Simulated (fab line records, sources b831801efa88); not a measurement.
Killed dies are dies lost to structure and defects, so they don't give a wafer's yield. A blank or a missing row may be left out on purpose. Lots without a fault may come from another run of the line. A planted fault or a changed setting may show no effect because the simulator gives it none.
Which tool did it? | flow gf180mcu | 13 lots, 39 wafers sampled, at 5 steps of a route of 602

WHAT THE GAUGES READ, wafer by wafer
GF_VT_IMPLANT_RS_MEAS_49: measures by four-point-probe. Usual: MVPSD_RS 1172.4 ohm/sq, standard deviation 2.7.
lot  | measured     | on            | MVPSD_RS (ohm/sq)    | flag
L490 | day 7 21:05  | film_metro-04 | 1173.3 1173.0 1174.8 |
L491 | day 8 04:38  | film_metro-04 | 1168.4 1169.3 1169.2 |
L492 | day 8 10:58  | film_metro-04 | 1166.6 1167.2 1169.6 |
L494 | day 8 20:56  | film_metro-03 | 1173.0 1170.8 1171.5 |
L495 | day 9 08:46  | film_metro-03 | 1173.9 1168.7 1173.8 |
L497 | day 9 21:46  | film_metro-04 | 1151.3 1147.6 1149.5 | OFF
L498 | day 10 00:53 | film_metro-03 | 1145.2 1148.5 1151.0 | OFF
L500 | day 10 15:57 | film_metro-04 | 1173.8 1173.6 1173.0 |
L504 | day 11 19:55 | film_metro-04 | 1150.7 1149.9 1149.3 | OFF
L506 | day 12 08:06 | film_metro-01 | 1173.1 1172.3 1171.6 |
L508 | day 13 00:23 | film_metro-04 | 1171.3 1172.4 1171.4 |
L511 | day 13 15:55 | film_metro-01 | 1174.2 1172.6 1168.8 |
L512 | day 14 02:35 | film_metro-04 | 1174.1 1171.2 1175.0 |

GF_V1_CD_MEAS_14: target cd 260 nm. Usual: cd_nm 260.2 nm, standard deviation 1.5.
lot  | measured     | on        | cd_nm (nm)        | flag
L490 | day 18 17:44 | cd_sem-02 | 259.6 260.5 259.4 |
L491 | day 18 23:24 | cd_sem-02 | 260.2 262.2 260.5 |
L492 | day 19 09:28 | cd_sem-02 | 261.1 260.9 261.5 |
L494 | day 20 01:46 | cd_sem-01 | 258.3 257.5 258.5 |
L495 | day 20 16:39 | cd_sem-01 | 259.9 260.4 259.9 |
L497 | day 21 09:08 | cd_sem-02 | 259.7 259.3 260.0 |
L498 | day 21 13:02 | cd_sem-01 | 257.5 257.5 256.4 |
L500 | day 22 09:52 | cd_sem-02 | 259.8 261.0 260.5 |
L504 | day 23 21:48 | cd_sem-01 | 258.9 258.9 259.1 |
L506 | day 24 08:22 | cd_sem-01 | 261.6 262.6 261.3 |
L508 | day 25 05:55 | cd_sem-01 | 257.5 258.0 259.0 |
L511 | day 25 18:19 | cd_sem-02 | 260.6 260.5 260.7 |
L512 | day 26 04:52 | cd_sem-02 | 258.7 258.8 258.6 |

WHICH TOOL RAN EACH LOT (tool, then ch and the chambers of the sampled wafers, then the start)
lot  | GF_MVPSD_IMPLANT_08             | GF_SALICIDE_RTA_08               | GF_M1_SPUTTER_00
L490 | implanter-02 ch 0, day 5 06:42  | rtp_anneal-01 ch 0, day 15 16:26 | pvd_sputter-02, day 16 17:25
L491 | implanter-02 ch 0, day 5 14:04  | rtp_anneal-02 ch 0, day 15 20:04 | pvd_sputter-01, day 16 21:23
L492 | implanter-01 ch 0, day 5 18:31  | rtp_anneal-01 ch 0, day 16 06:49 | pvd_sputter-01, day 17 08:07
L494 | implanter-03 ch 0, day 6 03:51  | rtp_anneal-02 ch 0, day 16 21:43 | pvd_sputter-02, day 17 23:29
L495 | implanter-03 ch 0, day 6 15:12  | rtp_anneal-01 ch 0, day 17 12:50 | pvd_sputter-02, day 18 14:35
L497 | implanter-03 ch 0, day 7 02:05  | rtp_anneal-01 ch 0, day 18 04:33 | pvd_sputter-01, day 19 06:59
L498 | implanter-03 ch 0, day 7 05:40  | rtp_anneal-01 ch 0, day 18 08:50 | pvd_sputter-01, day 19 11:19
L500 | implanter-01 ch 0, day 7 18:43  | rtp_anneal-01 ch 0, day 19 06:06 | pvd_sputter-01, day 20 08:13
L504 | implanter-03 ch 0, day 8 19:28  | rtp_anneal-02 ch 0, day 20 19:23 | pvd_sputter-02, day 21 21:37
L506 | implanter-02 ch 0, day 9 08:01  | rtp_anneal-02 ch 0, day 21 07:29 | pvd_sputter-01, day 22 09:16
L508 | implanter-02 ch 0, day 9 19:58  | rtp_anneal-01 ch 0, day 22 06:09 | pvd_sputter-02, day 23 07:36
L511 | implanter-02 ch 0, day 10 10:36 | rtp_anneal-01 ch 0, day 22 20:40 | pvd_sputter-01, day 23 21:17
L512 | implanter-01 ch 0, day 10 20:16 | rtp_anneal-01 ch 0, day 23 07:28 | pvd_sputter-02, day 24 07:34
- GF_MVPSD_IMPLANT_08
- GF_SALICIDE_RTA_08: time 30 s.
- GF_M1_SPUTTER_00: material Ti, target thk 37.5 nm, time 150 s.

WHAT THE TOOLS THEMSELVES READ (means of the sampled wafers that have a number; where no wafer has one, the mark that the record gives instead)
GF_MVPSD_IMPLANT_08. Usual: dose_ions_cm2 1.5002e+13, standard deviation 1.6e+10; faraday_current_uA 84.4, standard deviation 1.8.
lot  | tool         | dose_ions_cm2 | faraday_current_uA | flag
L490 | implanter-02 | 1.5010e+13    | 85.0               |
L491 | implanter-02 | 1.4993e+13    | 85.0               |
L492 | implanter-01 | 1.5021e+13    | 84.3               |
L494 | implanter-03 | 1.4993e+13    | 84.7               |
L495 | implanter-03 | 1.5014e+13    | 84.9               |
L497 | implanter-03 | 1.5613e+13    | 85.3               | OFF
L498 | implanter-03 | 1.5600e+13    | 87.7               | OFF
L500 | implanter-01 | 1.5009e+13    | 83.9               |
L504 | implanter-03 | 1.5591e+13    | 86.8               | OFF
L506 | implanter-02 | 1.4987e+13    | 85.2               |
L508 | implanter-02 | 1.5010e+13    | 84.5               |
L511 | implanter-02 | 1.4982e+13    | 84.7               |
L512 | implanter-01 | 1.5004e+13    | 85.1               |

GF_SALICIDE_RTA_08. Usual: lamp_power_pct 17.9 %, standard deviation 2.5; wafer_temp_C_max 803.9, standard deviation 1.5.
lot  | tool          | lamp_power_pct (%) | wafer_temp_C_max | flag
L490 | rtp_anneal-01 | 16.0               | 802.4            |
L491 | rtp_anneal-02 | 21.1               | 805.1            |
L492 | rtp_anneal-01 | 16.0               | 803.6            |
L494 | rtp_anneal-02 | 21.1               | 807.4            |
L495 | rtp_anneal-01 | 15.9               | 802.6            |
L497 | rtp_anneal-01 | 16.0               | 803.3            |
L498 | rtp_anneal-01 | 16.0               | 802.6            |
L500 | rtp_anneal-01 | 16.0               | 802.2            |
L504 | rtp_anneal-02 | 21.1               | 805.2            |
L506 | rtp_anneal-02 | 21.1               | 805.3            |
L508 | rtp_anneal-01 | 16.0               | 802.7            |
L511 | rtp_anneal-01 | 16.0               | 802.8            |
L512 | rtp_anneal-01 | 16.0               | 802.6            |

GF_M1_SPUTTER_00. Usual: cathode_dc_power_W 4000.0 W, standard deviation 0.76; substrate_temp_c 200.01 C, standard deviation 0.16; throttle_valve_pct 29.9 %, standard deviation 1.4.
lot  | tool           | cathode_dc_power_W (W) | substrate_temp_c (C) | throttle_valve_pct (%) | flag
L490 | pvd_sputter-02 | 3999.6                 | 199.94               | 30.5                   |
L491 | pvd_sputter-01 | 4000.0                 | 200.01               | 30.2                   |
L492 | pvd_sputter-01 | 3999.9                 | 200.12               | 29.6                   |
L494 | pvd_sputter-02 | 4000.2                 | 200.14               | 30.2                   |
L495 | pvd_sputter-02 | 4000.4                 | 199.90               | 31.1                   |
L497 | pvd_sputter-01 | 3999.1                 | 199.93               | 30.8                   |
L498 | pvd_sputter-01 | 4000.4                 | 200.04               | 30.1                   |
L500 | pvd_sputter-01 | 4000.7                 | 199.94               | 29.5                   |
L504 | pvd_sputter-02 | 4000.3                 | 200.00               | 28.4                   |
L506 | pvd_sputter-01 | 3999.6                 | 200.14               | 30.2                   |
L508 | pvd_sputter-02 | 4000.1                 | 200.02               | 29.7                   |
L511 | pvd_sputter-01 | 4000.1                 | 200.02               | 30.2                   |
L512 | pvd_sputter-02 | 3999.5                 | 199.97               | 29.9                   |

THE ANSWER, worked out from the rows above alone
Rule: a lot is off if the mean of its wafers that have a number lies more than 3 standard deviations from the usual mean. A lot without any number at a reading at which 4 lots or more have one is off too. The other lots that the step has rows for count as sound. The gauges are gone through in route order, then the tools' own readings, and for those a lot's mean is taken as printed above. The first step at which some lot is off is used, and at that step the reading that is off furthest; a lot without a number counts as furthest.
Off: L497, L498, L504, at GF_VT_IMPLANT_RS_MEAS_49 (MVPSD_RS).
A tool fits if, at a process step before that reading, it ran every lot that is off, and no sound lot after the first of them. The gauges at GF_VT_IMPLANT_RS_MEAS_49 aren't tried: what is off there is off at GF_MVPSD_IMPLANT_08 too, on other tools, and a gauge's error can't cause that. One fits: implanter-03 at GF_MVPSD_IMPLANT_08. Its last sound lot is L495 (day 6 15:12), its first lot that is off L497 (day 7 02:05): a fault that began between those two fits.
The tool's own readings at GF_MVPSD_IMPLANT_08 bear it out: on the lots that are off they differ by more than 5 times the standard deviation of the sound lots' means. dose_ions_cm2 reads 1.5601e+13 there against 1.5002e+13 on the sound lots.

WHAT THE SIMULATOR HAD PUT IN
Process parameter drift: implanter-03, from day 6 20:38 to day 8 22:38, at GF_MVPSD_IMPLANT_08. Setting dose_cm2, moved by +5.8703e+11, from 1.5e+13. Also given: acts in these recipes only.
Lots struck among those shown: L497, L498, L504. The rule above found the same.
